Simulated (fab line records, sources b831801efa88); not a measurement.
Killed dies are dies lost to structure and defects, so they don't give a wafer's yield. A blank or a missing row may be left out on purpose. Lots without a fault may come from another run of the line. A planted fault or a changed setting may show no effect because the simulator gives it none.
Which tool did it? | flow gf180mcu | 7 lots, 21 wafers sampled, at 1 step of a route of 602

WHAT THE GAUGES READ, wafer by wafer
GF_V4_THK_MEAS_25: measures by xrf.
lot  | measured     | on            | V4_W_THK (nm)
L542 | day 25 04:09 | film_metro-02 | 347 341 339
L544 | day 25 08:55 | film_metro-04 | 353 352 349
L549 | day 27 07:25 | film_metro-04 | 342 350 345
L558 | day 29 20:51 | film_metro-02 | 343 339 343
L560 | day 30 09:40 | film_metro-01 | 337 330 335
L562 | day 30 21:40 | film_metro-01 | 348 342 341
L564 | day 31 09:02 | film_metro-04 | 347 345 339

WHICH TOOL RAN EACH LOT (tool, then ch and the chambers of the sampled wafers, then the start)
The record holds no process step before these readings.

THE ANSWER, worked out from the rows above alone
Rule: what is usual is taken from the lots themselves. Put in order of their means at a reading, lots are off if they are a third of the lots or fewer, leave a main group of 4 or more, and stand apart from it by a gap of 3 or more times the standard deviation of the main group's means; of several such gaps the widest counts. A main group whose means are all the same, to the digits that the tables above print for the reading, isn't used. A lot without any number at a reading at which 4 lots or more have one is off too. The other lots that the step has rows for count as sound.
No lot is off at any reading shown: from this, nothing can be told.

WHAT THE SIMULATOR HAD PUT IN
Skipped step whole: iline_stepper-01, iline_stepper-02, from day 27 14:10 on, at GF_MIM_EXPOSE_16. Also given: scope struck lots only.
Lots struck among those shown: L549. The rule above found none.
